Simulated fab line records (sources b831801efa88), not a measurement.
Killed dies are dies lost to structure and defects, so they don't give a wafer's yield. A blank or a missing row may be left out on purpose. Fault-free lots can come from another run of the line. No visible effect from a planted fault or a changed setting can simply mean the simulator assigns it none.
Which of the tools did it? :: flow sky130 :: 24 lots with 72 wafers sampled at 6 steps, on a route of 708 steps

WHAT THE GAUGES READ, wafer by wafer
SKY_METAL1_THK_MEAS_06: measures by xrf.
lot: L074
measured: day 31 09:24
on: film_metro-01
METAL1_ALCU_THK (nm): 247.2 248.5 246.9

lot: L077
measured: day 32 15:19
on: film_metro-01
METAL1_ALCU_THK (nm): 247.2 245.9 248.4

lot: L075
measured: day 32 17:01
on: film_metro-04
METAL1_ALCU_THK (nm): 247.1 246.8 246.9

lot: L076
measured: day 32 17:26
on: film_metro-01
METAL1_ALCU_THK (nm): 248.2 249.1 246.0

lot: L078
measured: day 33 03:47
on: film_metro-04
METAL1_ALCU_THK (nm): 245.2 245.5 245.0

lot: L079
measured: day 33 06:53
on: film_metro-04
METAL1_ALCU_THK (nm): 248.2 246.5 248.7

lot: L080
measured: day 33 13:12
on: film_metro-04
METAL1_ALCU_THK (nm): 246.8 248.7 245.7

lot: L081
measured: day 33 15:29
on: film_metro-01
METAL1_ALCU_THK (nm): 247.0 248.7 248.0

lot: L082
measured: day 34 06:37
on: film_metro-04
METAL1_ALCU_THK (nm): 251.4 251.2 253.7

lot: L083
measured: day 34 11:20
on: film_metro-04
METAL1_ALCU_THK (nm): 250.1 245.4 247.0

lot: L084
measured: day 35 00:14
on: film_metro-04
METAL1_ALCU_THK (nm): 245.4 244.8 247.1

lot: L085
measured: day 35 10:48
on: film_metro-04
METAL1_ALCU_THK (nm): 247.6 249.8 249.3

lot: L086
measured: day 35 15:54
on: film_metro-03
METAL1_ALCU_THK (nm): 245.4 242.5 244.9

lot: L088
measured: day 37 10:31
on: film_metro-01
METAL1_ALCU_THK (nm): 247.7 246.6 247.1

lot: L087
measured: day 37 12:51
on: film_metro-03
METAL1_ALCU_THK (nm): 243.9 243.6 246.3

lot: L090
measured: day 37 13:37
on: film_metro-04
METAL1_ALCU_THK (nm): 246.9 243.5 245.8

lot: L092
measured: day 37 14:47
on: film_metro-03
METAL1_ALCU_THK (nm): 246.0 244.3 245.9

lot: L089
measured: day 37 15:49
on: film_metro-01
METAL1_ALCU_THK (nm): 254.2 250.4 248.9

lot: L091
measured: day 37 16:04
on: film_metro-03
METAL1_ALCU_THK (nm): 243.1 243.0 240.6

lot: L093
measured: day 37 17:51
on: film_metro-03
METAL1_ALCU_THK (nm): 242.1 246.9 242.9

lot: L094
measured: day 38 06:47
on: film_metro-03
METAL1_ALCU_THK (nm): 243.0 247.0 242.9

lot: L096
measured: day 39 09:33
on: film_metro-03
METAL1_ALCU_THK (nm): 244.3 246.1 245.0

lot: L095
measured: day 39 10:29
on: film_metro-01
METAL1_ALCU_THK (nm): 247.1 247.7 245.2

lot: L097
measured: day 39 11:52
on: film_metro-03
METAL1_ALCU_THK (nm): 246.6 247.5 245.6

SKY_CAPM_OVL_MEAS_12.
lot: L074
measured: day 37 04:19
on: overlay-01
CAPM_OVL (nm): 1.0 -0.6 -0.4

lot: L077
measured: day 38 10:19
on: overlay-02
CAPM_OVL (nm): 1.6 2.0 0.7

lot: L075
measured: day 38 10:37
on: overlay-02
CAPM_OVL (nm): 1.4 0.9 -0.8

lot: L076
measured: day 38 11:59
on: overlay-02
CAPM_OVL (nm): -2.4 -0.8 -0.7

lot: L078
measured: day 38 21:53
on: overlay-01
CAPM_OVL (nm): -0.6 0.1 0.2

lot: L079
measured: day 38 22:29
on: overlay-02
CAPM_OVL (nm): 0.7 0.4 0.8

lot: L080
measured: day 39 06:49
on: overlay-01
CAPM_OVL (nm): 0.9 0.6 0.9

lot: L081
measured: day 39 09:00
on: overlay-02
CAPM_OVL (nm): 0.5 -0.7 -2.2

lot: L082
measured: day 39 22:47
on: overlay-01
CAPM_OVL (nm): -0.3 -0.3 2.2

lot: L083
measured: day 40 01:38
on: overlay-02
CAPM_OVL (nm): 0.1 0.4 -0.2

lot: L084
measured: day 40 16:05
on: overlay-02
CAPM_OVL (nm): 0.3 0.4 -1.6

lot: L085
measured: day 41 00:29
on: overlay-02
CAPM_OVL (nm): -0.6 -1.5 -0.9

lot: L086
measured: day 41 03:44
on: overlay-01
CAPM_OVL (nm): 1.0 1.1 1.4

lot: L088
measured: day 42 19:30
on: overlay-01
CAPM_OVL (nm): -1.6 -1.7 -2.5

lot: L087
measured: day 42 20:57
on: overlay-01
CAPM_OVL (nm): 1.0 0.8 3.6

lot: L090
measured: day 42 22:19
on: overlay-02
CAPM_OVL (nm): 0.7 -0.8 0.3

lot: L092
measured: day 42 23:11
on: overlay-01
CAPM_OVL (nm): 2.5 3.8 2.9

lot: L089
measured: day 42 23:50
on: overlay-02
CAPM_OVL (nm): 1.2 1.0 -0.1

lot: L091
measured: day 43 01:21
on: overlay-01
CAPM_OVL (nm): 0.6 2.8 3.8

lot: L093
measured: day 43 02:24
on: overlay-01
CAPM_OVL (nm): 3.6 2.6 2.6

lot: L094
measured: day 43 10:20
on: overlay-01
CAPM_OVL (nm): -1.1 -0.5 -2.2

lot: L096
measured: day 44 11:29
on: overlay-01
CAPM_OVL (nm): 2.3 1.9 1.1

lot: L095
measured: day 44 13:14
on: overlay-01
CAPM_OVL (nm): -1.7 -1.9 -0.4

lot: L097
measured: day 44 15:17
on: overlay-01
CAPM_OVL (nm): 2.9 2.7 4.3

SKY_VIA3_BOW_MEAS_03.
lot: L074
measured: day 38 08:54
on: film_metro-04
VIA3_BOW (um): 78 81 79

lot: L077
measured: day 39 14:31
on: film_metro-03
VIA3_BOW (um): 84 93 96

lot: L075
measured: day 39 13:32
on: film_metro-02
VIA3_BOW (um): 82 65 83

lot: L076
measured: day 39 15:20
on: film_metro-02
VIA3_BOW (um): 73 70 88

lot: L078
measured: day 40 01:03
on: film_metro-04
VIA3_BOW (um): 76 78 85

lot: L079
measured: day 40 01:49
on: film_metro-04
VIA3_BOW (um): 72 79 79

lot: L080
measured: day 40 09:38
on: film_metro-04
VIA3_BOW (um): 78 86 70

lot: L081
measured: day 40 12:17
on: film_metro-03
VIA3_BOW (um): 82 80 77

lot: L082
measured: day 41 01:55
on: film_metro-02
VIA3_BOW (um): 87 79 91

lot: L083
measured: day 41 04:19
on: film_metro-02
VIA3_BOW (um): 78 60 75

lot: L084
measured: day 41 18:19
on: film_metro-03
VIA3_BOW (um): 79 90 76

lot: L085
measured: day 42 02:10
on: film_metro-04
VIA3_BOW (um): 82 73 68

lot: L086
measured: day 42 05:27
on: film_metro-04
VIA3_BOW (um): 73 81 76

lot: L088
measured: day 43 20:28
on: film_metro-03
VIA3_BOW (um): 82 73 86

lot: L087
measured: day 43 22:54
on: film_metro-03
VIA3_BOW (um): 85 82 63

lot: L090
measured: day 43 23:51
on: film_metro-04
VIA3_BOW (um): 79 71 76

lot: L092
measured: day 44 00:43
on: film_metro-03
VIA3_BOW (um): 75 77 82

lot: L089
measured: day 44 01:47
on: film_metro-04
VIA3_BOW (um): 82 82 80

lot: L091
measured: day 44 02:19
on: film_metro-02
VIA3_BOW (um): 82 99 90

lot: L093
measured: day 44 03:54
on: film_metro-03
VIA3_BOW (um): 82 75 81

lot: L094
measured: day 44 10:29
on: film_metro-02
VIA3_BOW (um): 81 64 73

lot: L096
measured: day 45 10:59
on: film_metro-04
VIA3_BOW (um): 77 69 96

lot: L095
measured: day 45 13:23
on: film_metro-02
VIA3_BOW (um): 74 76 74

lot: L097
measured: day 45 14:31
on: film_metro-04
VIA3_BOW (um): 79 71 72

EACH LOT AND THE TOOL THAT RAN IT (in order: tool; ch and the chambers of the sampled wafers; start)
lot: L074
SKY_METAL1_DESCUM_17: rie_metal-04 ch 0,1, day 32 12:56
SKY_METAL2_METAL_ETCH_19: rie_metal-01 ch 0,1, day 34 20:53
SKY_VIA2_CMP_02: cmp-02 ch 2,3, day 34 21:47

lot: L077
SKY_METAL1_DESCUM_17: rie_metal-03 ch 0,1, day 33 18:29
SKY_METAL2_METAL_ETCH_19: rie_metal-04 ch 0,1, day 36 02:14
SKY_VIA2_CMP_02: cmp-01 ch 0,1,2, day 36 03:17

lot: L075
SKY_METAL1_DESCUM_17: rie_metal-04 ch 0,1, day 33 19:32
SKY_METAL2_METAL_ETCH_19: rie_metal-02 ch 0,1, day 36 03:44
SKY_VIA2_CMP_02: cmp-02 ch 0,2,3, day 36 04:46

lot: L076
SKY_METAL1_DESCUM_17: rie_metal-01 ch 0,1, day 33 19:39
SKY_METAL2_METAL_ETCH_19: rie_metal-01 ch 0,1, day 36 04:08
SKY_VIA2_CMP_02: cmp-01 ch 0,2,3, day 36 05:20

lot: L078
SKY_METAL1_DESCUM_17: rie_metal-04 ch 0,1, day 34 05:58
SKY_METAL2_METAL_ETCH_19: rie_metal-04 ch 0, day 36 14:40
SKY_VIA2_CMP_02: cmp-02 ch 1,2,3, day 36 15:39

lot: L079
SKY_METAL1_DESCUM_17: rie_metal-01 ch 0,1, day 34 08:46
SKY_METAL2_METAL_ETCH_19: rie_metal-01 ch 0,1, day 36 16:38
SKY_VIA2_CMP_02: cmp-01 ch 1,2,3, day 36 17:34

lot: L080
SKY_METAL1_DESCUM_17: rie_metal-04 ch 0, day 34 16:16
SKY_METAL2_METAL_ETCH_19: rie_metal-01 ch 0, day 37 01:44
SKY_VIA2_CMP_02: cmp-01 ch 0,2, day 37 02:44

lot: L081
SKY_METAL1_DESCUM_17: rie_metal-01 ch 0,1, day 34 17:47
SKY_METAL2_METAL_ETCH_19: rie_metal-04 ch 0, day 37 03:09
SKY_VIA2_CMP_02: cmp-01 ch 1,2,3, day 37 04:10

lot: L082
SKY_METAL1_DESCUM_17: rie_metal-01 ch 0,1, day 35 09:19
SKY_METAL2_METAL_ETCH_19: rie_metal-04 ch 0,1, day 37 17:07
SKY_VIA2_CMP_02: cmp-02 ch 0,2, day 37 18:01

lot: L083
SKY_METAL1_DESCUM_17: rie_metal-01 ch 0,1, day 35 13:56
SKY_METAL2_METAL_ETCH_19: rie_metal-04 ch 0,1, day 37 21:31
SKY_VIA2_CMP_02: cmp-02 ch 1,3, day 37 22:25

lot: L084
SKY_METAL1_DESCUM_17: rie_metal-03 ch 0,1, day 36 03:20
SKY_METAL2_METAL_ETCH_19: rie_metal-04 ch 0,1, day 38 10:44
SKY_VIA2_CMP_02: cmp-01 ch 0,1,2, day 38 11:39

lot: L085
SKY_METAL1_DESCUM_17: rie_metal-03 ch 0,1, day 36 13:20
SKY_METAL2_METAL_ETCH_19: rie_metal-02 ch 0,1, day 38 20:44
SKY_VIA2_CMP_02: cmp-01 ch 1,2,3, day 38 21:48

lot: L086
SKY_METAL1_DESCUM_17: rie_metal-03 ch 0,1, day 36 18:26
SKY_METAL2_METAL_ETCH_19: rie_metal-01 ch 0,1, day 39 00:41
SKY_VIA2_CMP_02: cmp-01 ch 0,1,2, day 39 01:36

lot: L088
SKY_METAL1_DESCUM_17: rie_metal-01 ch 0,1, day 38 12:02
SKY_METAL2_METAL_ETCH_19: rie_metal-04 ch 0,1, day 40 17:08
SKY_VIA2_CMP_02: cmp-01 ch 1,2, day 40 18:02

lot: L087
SKY_METAL1_DESCUM_17: rie_metal-03 ch 0,1, day 38 14:11
SKY_METAL2_METAL_ETCH_19: rie_metal-02 ch 0,1, day 40 18:56
SKY_VIA2_CMP_02: cmp-02 ch 1,3, day 40 19:48

lot: L090
SKY_METAL1_DESCUM_17: rie_metal-04 ch 0,1, day 38 15:32
SKY_METAL2_METAL_ETCH_19: rie_metal-04 ch 0,1, day 40 20:19
SKY_VIA2_CMP_02: cmp-01 ch 0,2,3, day 40 21:22

lot: L092
SKY_METAL1_DESCUM_17: rie_metal-01 ch 0,1, day 38 16:37
SKY_METAL2_METAL_ETCH_19: rie_metal-02 ch 0,1, day 40 21:28
SKY_VIA2_CMP_02: cmp-01 ch 1,2, day 40 22:23

lot: L089
SKY_METAL1_DESCUM_17: rie_metal-03 ch 0,1, day 38 17:07
SKY_METAL2_METAL_ETCH_19: rie_metal-02 ch 0,1, day 40 21:44
SKY_VIA2_CMP_02: cmp-01 ch 0,1,2, day 40 22:52

lot: L091
SKY_METAL1_DESCUM_17: rie_metal-04 ch 0,1, day 38 17:28
SKY_METAL2_METAL_ETCH_19: rie_metal-04 ch 0,1, day 40 23:05
SKY_VIA2_CMP_02: cmp-02 ch 0,3, day 41 00:27

lot: L093
SKY_METAL1_DESCUM_17: rie_metal-01 ch 0,1, day 38 19:42
SKY_METAL2_METAL_ETCH_19: rie_metal-02 ch 0,1, day 41 00:20
SKY_VIA2_CMP_02: cmp-02 ch 0,2,3, day 41 01:12

lot: L094
SKY_METAL1_DESCUM_17: rie_metal-01 ch 0,1, day 39 07:45
SKY_METAL2_METAL_ETCH_19: rie_metal-02 ch 0,1, day 41 09:53
SKY_VIA2_CMP_02: cmp-02 ch 0,1, day 41 10:49

lot: L096
SKY_METAL1_DESCUM_17: rie_metal-04 ch 0,1, day 40 09:36
SKY_METAL2_METAL_ETCH_19: rie_metal-01 ch 0,1, day 42 12:05
SKY_VIA2_CMP_02: cmp-02 ch 0,2, day 42 12:58

lot: L095
SKY_METAL1_DESCUM_17: rie_metal-04 ch 0,1, day 40 10:43
SKY_METAL2_METAL_ETCH_19: rie_metal-04 ch 0,1, day 42 13:02
SKY_VIA2_CMP_02: cmp-02 ch 0,2,3, day 42 14:04

lot: L097
SKY_METAL1_DESCUM_17: rie_metal-03 ch 0,1, day 40 12:37
SKY_METAL2_METAL_ETCH_19: rie_metal-04 ch 0,1, day 42 15:29
SKY_VIA2_CMP_02: cmp-02 ch 0,2,3, day 42 16:27
- SKY_METAL1_DESCUM_17: chemistry O2, time 8 s.
- SKY_METAL2_METAL_ETCH_19: etches the open film in Cl2/BCl3, stops on SiO2, target depth 360 nm, time 78 s.
- SKY_VIA2_CMP_02: polishes SiO2.

AS READ BY THE TOOLS THEMSELVES (means over the sampled wafers that have a number; for cases with no such wafer, the mark the record gives instead)
SKY_METAL1_DESCUM_17.
lot: L074
tool: rie_metal-04
drypump_motor_current_A (A): 6.0
he_backside_leak_sccm (sccm): 3.26
oes_product_au (a.u.): 1.003

lot: L077
tool: rie_metal-03
drypump_motor_current_A (A): 5.6
he_backside_leak_sccm (sccm): 3.48
oes_product_au (a.u.): 0.994

lot: L075
tool: rie_metal-04
drypump_motor_current_A (A): 6.0
he_backside_leak_sccm (sccm): 3.47
oes_product_au (a.u.): 1.023

lot: L076
tool: rie_metal-01
drypump_motor_current_A (A): 5.9
he_backside_leak_sccm (sccm): 3.43
oes_product_au (a.u.): 0.998

lot: L078
tool: rie_metal-04
drypump_motor_current_A (A): 6.0
he_backside_leak_sccm (sccm): 3.17
oes_product_au (a.u.): 1.008

lot: L079
tool: rie_metal-01
drypump_motor_current_A (A): 5.9
he_backside_leak_sccm (sccm): 3.49
oes_product_au (a.u.): 1.009

lot: L080
tool: rie_metal-04
drypump_motor_current_A (A): 6.3
he_backside_leak_sccm (sccm): 3.30
oes_product_au (a.u.): 0.998

lot: L081
tool: rie_metal-01
drypump_motor_current_A (A): 5.9
he_backside_leak_sccm (sccm): 3.40
oes_product_au (a.u.): 1.004

lot: L082
tool: rie_metal-01
drypump_motor_current_A (A): 5.8
he_backside_leak_sccm (sccm): 3.43
oes_product_au (a.u.): 0.994

lot: L083
tool: rie_metal-01
drypump_motor_current_A (A): 5.9
he_backside_leak_sccm (sccm): 3.40
oes_product_au (a.u.): 1.007

lot: L084
tool: rie_metal-03
drypump_motor_current_A (A): 5.6
he_backside_leak_sccm (sccm): 3.52
oes_product_au (a.u.): 0.999

lot: L085
tool: rie_metal-03
drypump_motor_current_A (A): 5.6
he_backside_leak_sccm (sccm): 3.70
oes_product_au (a.u.): 0.990

lot: L086
tool: rie_metal-03
drypump_motor_current_A (A): 5.8
he_backside_leak_sccm (sccm): 3.58
oes_product_au (a.u.): 1.007

lot: L088
tool: rie_metal-01
drypump_motor_current_A (A): 5.9
he_backside_leak_sccm (sccm): 3.36
oes_product_au (a.u.): 0.995

lot: L087
tool: rie_metal-03
drypump_motor_current_A (A): 5.6
he_backside_leak_sccm (sccm): 3.61
oes_product_au (a.u.): 0.996

lot: L090
tool: rie_metal-04
drypump_motor_current_A (A): 6.0
he_backside_leak_sccm (sccm): 3.24
oes_product_au (a.u.): 0.991

lot: L092
tool: rie_metal-01
drypump_motor_current_A (A): 5.8
he_backside_leak_sccm (sccm): 3.31
oes_product_au (a.u.): 1.004

lot: L089
tool: rie_metal-03
drypump_motor_current_A (A): 5.8
he_backside_leak_sccm (sccm): 3.63
oes_product_au (a.u.): 1.000

lot: L091
tool: rie_metal-04
drypump_motor_current_A (A): 5.7
he_backside_leak_sccm (sccm): 3.38
oes_product_au (a.u.): 0.994

lot: L093
tool: rie_metal-01
drypump_motor_current_A (A): 5.9
he_backside_leak_sccm (sccm): 3.34
oes_product_au (a.u.): 0.991

lot: L094
tool: rie_metal-01
drypump_motor_current_A (A): 5.9
he_backside_leak_sccm (sccm): 3.42
oes_product_au (a.u.): 0.998

lot: L096
tool: rie_metal-04
drypump_motor_current_A (A): 6.1
he_backside_leak_sccm (sccm): 3.52
oes_product_au (a.u.): 0.995

lot: L095
tool: rie_metal-04
drypump_motor_current_A (A): 6.0
he_backside_leak_sccm (sccm): 3.28
oes_product_au (a.u.): 0.996

lot: L097
tool: rie_metal-03
drypump_motor_current_A (A): 5.6
he_backside_leak_sccm (sccm): 3.71
oes_product_au (a.u.): 1.009

SKY_METAL2_METAL_ETCH_19.
lot: L074
tool: rie_metal-01
bcl3_flow_sccm (sccm): 29.94
drypump_motor_current_A (A): 5.8
he_backside_leak_sccm (sccm): 3.35
oes_product_au (a.u.): 0.857
throttle_valve_pct (%): 22.268

lot: L077
tool: rie_metal-04
bcl3_flow_sccm (sccm): 30.02
drypump_motor_current_A (A): 6.0
he_backside_leak_sccm (sccm): 3.26
oes_product_au (a.u.): 0.853
throttle_valve_pct (%): 22.268

lot: L075
tool: rie_metal-02
bcl3_flow_sccm (sccm): 29.98
drypump_motor_current_A (A): 5.4
he_backside_leak_sccm (sccm): 3.34
oes_product_au (a.u.): 0.860
throttle_valve_pct (%): 22.266

lot: L076
tool: rie_metal-01
bcl3_flow_sccm (sccm): 30.00
drypump_motor_current_A (A): 5.9
he_backside_leak_sccm (sccm): 3.38
oes_product_au (a.u.): 0.862
throttle_valve_pct (%): 22.262

lot: L078
tool: rie_metal-04
bcl3_flow_sccm (sccm): 30.04
drypump_motor_current_A (A): 6.3
he_backside_leak_sccm (sccm): 3.20
oes_product_au (a.u.): 0.852
throttle_valve_pct (%): 22.267

lot: L079
tool: rie_metal-01
bcl3_flow_sccm (sccm): 29.92
drypump_motor_current_A (A): 5.8
he_backside_leak_sccm (sccm): 3.37
oes_product_au (a.u.): 0.853
throttle_valve_pct (%): 22.263

lot: L080
tool: rie_metal-01
bcl3_flow_sccm (sccm): 30.01
drypump_motor_current_A (A): 5.9
he_backside_leak_sccm (sccm): 3.29
oes_product_au (a.u.): 0.861
throttle_valve_pct (%): 22.259

lot: L081
tool: rie_metal-04
bcl3_flow_sccm (sccm): 29.99
drypump_motor_current_A (A): 6.3
he_backside_leak_sccm (sccm): 3.50
oes_product_au (a.u.): 0.848
throttle_valve_pct (%): 22.254

lot: L082
tool: rie_metal-04
bcl3_flow_sccm (sccm): 30.01
drypump_motor_current_A (A): 5.7
he_backside_leak_sccm (sccm): 3.45
oes_product_au (a.u.): 0.850
throttle_valve_pct (%): 22.271

lot: L083
tool: rie_metal-04
bcl3_flow_sccm (sccm): 30.02
drypump_motor_current_A (A): 6.0
he_backside_leak_sccm (sccm): 3.35
oes_product_au (a.u.): 0.849
throttle_valve_pct (%): 22.273

lot: L084
tool: rie_metal-04
bcl3_flow_sccm (sccm): 30.06
drypump_motor_current_A (A): 5.7
he_backside_leak_sccm (sccm): 3.40
oes_product_au (a.u.): 0.856
throttle_valve_pct (%): 22.265

lot: L085
tool: rie_metal-02
bcl3_flow_sccm (sccm): 30.09
drypump_motor_current_A (A): 5.4
he_backside_leak_sccm (sccm): 3.27
oes_product_au (a.u.): 0.850
throttle_valve_pct (%): 22.273

lot: L086
tool: rie_metal-01
bcl3_flow_sccm (sccm): 29.95
drypump_motor_current_A (A): 5.8
he_backside_leak_sccm (sccm): 3.55
oes_product_au (a.u.): 0.857
throttle_valve_pct (%): 22.269

lot: L088
tool: rie_metal-04
bcl3_flow_sccm (sccm): 30.01
drypump_motor_current_A (A): 5.7
he_backside_leak_sccm (sccm): 3.40
oes_product_au (a.u.): 0.857
throttle_valve_pct (%): 22.259

lot: L087
tool: rie_metal-02
bcl3_flow_sccm (sccm): 29.92
drypump_motor_current_A (A): 5.4
he_backside_leak_sccm (sccm): 3.28
oes_product_au (a.u.): 0.857
throttle_valve_pct (%): 22.269

lot: L090
tool: rie_metal-04
bcl3_flow_sccm (sccm): 30.11
drypump_motor_current_A (A): 6.0
he_backside_leak_sccm (sccm): 3.21
oes_product_au (a.u.): 0.857
throttle_valve_pct (%): 22.265

lot: L092
tool: rie_metal-02
bcl3_flow_sccm (sccm): 29.96
drypump_motor_current_A (A): 5.7
he_backside_leak_sccm (sccm): 3.20
oes_product_au (a.u.): 0.855
throttle_valve_pct (%): 22.265

lot: L089
tool: rie_metal-02
bcl3_flow_sccm (sccm): 30.05
drypump_motor_current_A (A): 5.4
he_backside_leak_sccm (sccm): 3.30
oes_product_au (a.u.): 0.851
throttle_valve_pct (%): 22.260

lot: L091
tool: rie_metal-04
bcl3_flow_sccm (sccm): 29.94
drypump_motor_current_A (A): 6.0
he_backside_leak_sccm (sccm): 3.27
oes_product_au (a.u.): 0.854
throttle_valve_pct (%): 22.269

lot: L093
tool: rie_metal-02
bcl3_flow_sccm (sccm): 29.97
drypump_motor_current_A (A): 5.4
he_backside_leak_sccm (sccm): 3.26
oes_product_au (a.u.): 0.859
throttle_valve_pct (%): 22.256

lot: L094
tool: rie_metal-02
bcl3_flow_sccm (sccm): 30.03
drypump_motor_current_A (A): 5.4
he_backside_leak_sccm (sccm): 3.37
oes_product_au (a.u.): 0.853
throttle_valve_pct (%): 22.266

lot: L096
tool: rie_metal-01
bcl3_flow_sccm (sccm): 29.95
drypump_motor_current_A (A): 5.9
he_backside_leak_sccm (sccm): 3.40
oes_product_au (a.u.): 0.853
throttle_valve_pct (%): 22.262

lot: L095
tool: rie_metal-04
bcl3_flow_sccm (sccm): 30.07
drypump_motor_current_A (A): 5.7
he_backside_leak_sccm (sccm): 3.42
oes_product_au (a.u.): 0.852
throttle_valve_pct (%): 22.256

lot: L097
tool: rie_metal-04
bcl3_flow_sccm (sccm): 30.02
drypump_motor_current_A (A): 5.7
he_backside_leak_sccm (sccm): 3.36
oes_product_au (a.u.): 0.854
throttle_valve_pct (%): 22.260

SKY_VIA2_CMP_02.
lot: L074
tool: cmp-02
motor_current_A (A): 13.6

lot: L077
tool: cmp-01
motor_current_A (A): 12.2

lot: L075
tool: cmp-02
motor_current_A (A): 13.0

lot: L076
tool: cmp-01
motor_current_A (A): 13.5

lot: L078
tool: cmp-02
motor_current_A (A): 13.9

lot: L079
tool: cmp-01
motor_current_A (A): 13.2

lot: L080
tool: cmp-01
motor_current_A (A): 12.8

lot: L081
tool: cmp-01
motor_current_A (A): 12.6

lot: L082
tool: cmp-02
motor_current_A (A): 13.5

lot: L083
tool: cmp-02
motor_current_A (A): 13.1

lot: L084
tool: cmp-01
motor_current_A (A): 12.2

lot: L085
tool: cmp-01
motor_current_A (A): 13.2

lot: L086
tool: cmp-01
motor_current_A (A): 12.0

lot: L088
tool: cmp-01
motor_current_A (A): 11.9

lot: L087
tool: cmp-02
motor_current_A (A): 12.9

lot: L090
tool: cmp-01
motor_current_A (A): 13.1

lot: L092
tool: cmp-01
motor_current_A (A): 12.8

lot: L089
tool: cmp-01
motor_current_A (A): 12.1

lot: L091
tool: cmp-02
motor_current_A (A): 12.7

lot: L093
tool: cmp-02
motor_current_A (A): 13.3

lot: L094
tool: cmp-02
motor_current_A (A): 12.0

lot: L096
tool: cmp-02
motor_current_A (A): 12.7

lot: L095
tool: cmp-02
motor_current_A (A): 13.3

lot: L097
tool: cmp-02
motor_current_A (A): 13.3

THE ANSWER, worked out from the rows above alone
Rule: the lots themselves supply what counts as usual. The widest of any qualifying gaps counts: lots, ordered by their means at a reading, are off when they make up no more than a third of the lots, leave a main group of 4 or more, and stand apart from it by 3 or more times the standard deviation of that group's means. A main group is skipped when, at the precision printed for the reading in the tables above, its means are all equal. A lot without any number at a reading at which 4 lots or more have one is off too. Any other lot the step has rows for is counted as sound. First the gauges in route order, then the tools' own readings, where a lot's mean is used as printed above. At the first step where some lot is off, the reading lying furthest off is the one used; lots without a number count as furthest.
Nothing can be told from this: no lot is off at any reading shown.

WHAT THE SIMULATOR HAD PUT IN
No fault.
